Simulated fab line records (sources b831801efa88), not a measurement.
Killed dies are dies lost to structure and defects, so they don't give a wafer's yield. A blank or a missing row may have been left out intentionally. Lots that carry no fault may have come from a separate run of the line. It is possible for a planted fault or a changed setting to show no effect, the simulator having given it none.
Tool commonality check	flow gf180mcu	13 lots and 39 wafers in the sample

## THE REASON FOR OPENING IT
At GF_V1_CD_MEAS_14 the reading cd-nm is flagged on 2 of 13 lots. No-fault wafers: 259.8 nm, standard deviation 1.2.
Rule: a lot gets a flag if all its wafers with a number sit over 4 standard deviations from that mean, or if no wafer of it has a number. All remaining lots are regarded as sound.

lot	measured	on	cd-nm (nm), wafer by wafer	flag
L315	day 18 01:53	cd-sem-02	259.8 259.0 260.7	
L317	day 18 22:01	cd-sem-01	260.2 259.8 260.8	
L318	day 19 04:43	cd-sem-01	260.0 260.2 260.2	
L319	day 19 17:28	cd-sem-01	259.5 258.2 258.8	
L320	day 20 03:53	cd-sem-01	257.4 258.7 258.3	
L325	day 21 23:49	cd-sem-02	261.9 260.0 260.5	
L328	day 23 00:26	cd-sem-01	241.0 241.4 241.4	FLAGGED
L331	day 23 22:40	cd-sem-02	244.5 244.1 245.0	FLAGGED
L334	day 24 20:42	cd-sem-02	259.1 258.6 258.8	
L335	day 25 07:03	cd-sem-02	261.9 260.6 261.6	
L336	day 25 12:29	cd-sem-01	260.3 259.6 260.1	
L338	day 25 23:53	cd-sem-02	260.5 261.5 259.3	
L337	day 26 03:35	cd-sem-01	259.7 259.6 259.8	
Average over the flagged lots: 242.9 nm; offset from the usual -16.9 nm, equal to -14 standard deviations.

## EACH LOT AND THE TOOL IT RAN ON
The record holds 1 process step before the reading, out of a route of 602 steps. Every cell lists first the tool, next ch and the chambers used by the sampled wafers, and last the start.
lot	flag	GF_V1_SOFTBAKE_10
L315		litho-track-01 ch 0, day 17 14:00
L317		litho-track-01 ch 0, day 18 10:00
L318		litho-track-03 ch 0, day 18 16:00
L319		litho-track-01 ch 0, day 19 05:00
L320		litho-track-03 ch 0, day 19 15:00
L325		litho-track-04 ch 0, day 21 12:00
L328	FLAGGED	litho-track-04 ch 0, day 22 13:00
L331	FLAGGED	litho-track-04 ch 0, day 23 11:00
L334		litho-track-03 ch 0, day 24 10:00
L335		litho-track-01 ch 0, day 24 19:00
L336		litho-track-03 ch 0, day 25 01:00
L338		litho-track-03 ch 0, day 25 13:00
L337		litho-track-01 ch 0, day 25 17:00
What the steps here do:
- GF_V1_SOFTBAKE_10: time 60 s.
- GF_V1_CD_MEAS_14: target cd 260 nm.

## FLAGGED OVER TOTAL, TOOL BY TOOL (the gauges that took the reading come last)
step	tool	lots run	flagged	share of the flagged lots	sound lots run after its first flagged lot
GF_V1_SOFTBAKE_10	litho-track-01	5	0	none	-
GF_V1_SOFTBAKE_10	litho-track-03	5	0	none	-
GF_V1_SOFTBAKE_10	litho-track-04	3	2	all	0
GF_V1_CD_MEAS_14	cd-sem-01	7	1	some	2 (L336,L337)
GF_V1_CD_MEAS_14	cd-sem-02	6	1	some	3 (L334,L335,L338)

## THE TABLE: WHAT IT ALLOWS
1 row of the table ran every flagged lot: litho-track-04 at GF_V1_SOFTBAKE_10.
- litho-track-04 at GF_V1_SOFTBAKE_10: 2 of its 3 lots flagged. It ran its last sound lot, L325, at day 21 12:00 and its first flagged lot, L328, at day 22 13:00: a fault with its onset between the two fits. Its own readings lie more than 4 standard deviations out on every wafer of the flagged lots: heater-power-total-W, plate-temp-C.
What remains is a single tool, litho-track-04 at GF_V1_SOFTBAKE_10.

## WHAT THE SIMULATOR PUT IN
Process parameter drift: litho-track-04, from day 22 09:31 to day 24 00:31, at GF_V1_SOFTBAKE_10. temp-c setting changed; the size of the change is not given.
Lots struck among those shown: L328, L331. The rule above found the same.
